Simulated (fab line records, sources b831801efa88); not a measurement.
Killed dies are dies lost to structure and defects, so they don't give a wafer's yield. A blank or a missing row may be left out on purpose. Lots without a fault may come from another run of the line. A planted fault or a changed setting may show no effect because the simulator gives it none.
A struck lot beside a sound one | flow gf180mcu | 16 steps out of a route of 602
Sound: wafers L723.1, L723.3, L723.5. Struck: wafer L719.2. The cause comes at the end.
At each step with rows: each side's tool, then ch and its chambers, then its first start. Under that, the readings that differ: sound wafers | struck wafers | difference of the means | sigmas: that difference in standard deviations of wafers without a fault.
alike: readings whose means differ by less than 2 such deviations, and words and numbers that are the same on both sides. not compared: withheld readings, readings that some wafer has no value for, bounds like >300 that may hide the same value, and numbers for which the record gives no deviation and whose values overlap.
The two part at a step that has a row with sigmas, a row that says differs or no value, or rows on one side only. Numbers that don't overlap but have no deviation are shown without sigmas and don't part them. A reading that every wafer of one side lacks parts them only if that side has two wafers or more.

first, 6 steps without rows for these wafers: GF_M2_HMDS_08 (prime time 60 s); GF_M2_COAT_09 (resist thk 1000 nm); GF_M2_SOFTBAKE_10 (time 60 s); GF_M2_EXPOSE_11 (exposes mask Metal2, target cd 280 nm); GF_M2_PEB_12 (peb time 90 s); GF_M2_DEVELOP_13 (develop time 60 s).
GF_M2_CD_MEAS_14: target cd 280 nm.
  sound on cd_sem-02, day 26 08:13; struck on cd_sem-01, day 25 04:26
  alike: cd_nm
GF_M2_OVL_MEAS_15:
  sound on overlay-02, day 26 08:20; struck on overlay-01, day 25 04:32
  alike: M2_OVL
GF_M2_METAL_ETCH_16: etches the open film in Cl2/BCl3, stops on SiO2, target depth 627.5 nm, time 104.6 s.
  sound on rie_metal-02 ch 0,1, day 26 08:22; struck on rie_metal-04 ch 1, day 25 04:37
  reading                     | sound       | struck | difference | sigmas
  drypump_motor_current_A (A) | 5.1 5.1 5.9 | 6.2    | +0.8       | +2
  alike: bcl3_flow_sccm, oes_product_au, throttle_valve_pct
  not compared: rf_hours_counter_h
GF_M2_STRIP_17: strips in O2/N2.
  sound on plasma_asher-02 ch 0,1, day 26 08:29; struck on plasma_asher-03 ch 0, day 25 04:48
  reading                     | sound          | struck | difference | sigmas
  drypump_motor_current_A (A) | 5.9 5.7 5.9    | 5.1    | -0.7       | -2
  heater_power_w (W)          | 302 285 292    | 358    | +65        | +2
  o2_flow_sccm (sccm)         | 2992 2986 2990 | 3017   | +28        | +3
  alike: oes_product_au, strip_time_to_endpoint_s
  not compared: rf_hours_counter_h
then, 2 steps without rows for these wafers: GF_M2_STRIP_18 (strips in post etch residue remover, time 1200 s); GF_M2_CLEAN_19 (cleans in DIW).
GF_V2_CVD_00: deposits SiO2, target thk 600 nm, time 100 s.
  sound on hdpcvd-01 ch 0,1, day 26 09:05; struck on hdpcvd-02 ch 0, day 25 05:20
GF_V2_THK_MEAS_01:
  sound on film_metro-04, day 26 09:11; struck on film_metro-04, day 25 05:25
  reading            | sound       | struck | difference | sigmas
  V2_CVD_00_THK (nm) | 603 598 597 | 524    | -75        | -12
GF_V2_CVD_02: deposits SiO2 from TEOS, target thk 850 nm, time 94.851 s.
  sound on pecvd-03 ch 0,1,2, day 26 09:14; struck on pecvd-03 ch 1, day 25 05:28
  alike: heater_power_w
-- the record jumps here: 8 days lie between the struck wafers' starts before and after (it left off in module V2 and takes up again in module PASSIVATION, whose first step shown is number 602 of the route) --
GF_PASSIVATION_PROBE_99:
  the record has rows for the struck wafers here (prober-02, day 33 16:27) and none for the sound ones

WHERE THEY PART
First at GF_M2_METAL_ETCH_16; last, within this record, at GF_PASSIVATION_PROBE_99.

WHY: what the simulator had put in
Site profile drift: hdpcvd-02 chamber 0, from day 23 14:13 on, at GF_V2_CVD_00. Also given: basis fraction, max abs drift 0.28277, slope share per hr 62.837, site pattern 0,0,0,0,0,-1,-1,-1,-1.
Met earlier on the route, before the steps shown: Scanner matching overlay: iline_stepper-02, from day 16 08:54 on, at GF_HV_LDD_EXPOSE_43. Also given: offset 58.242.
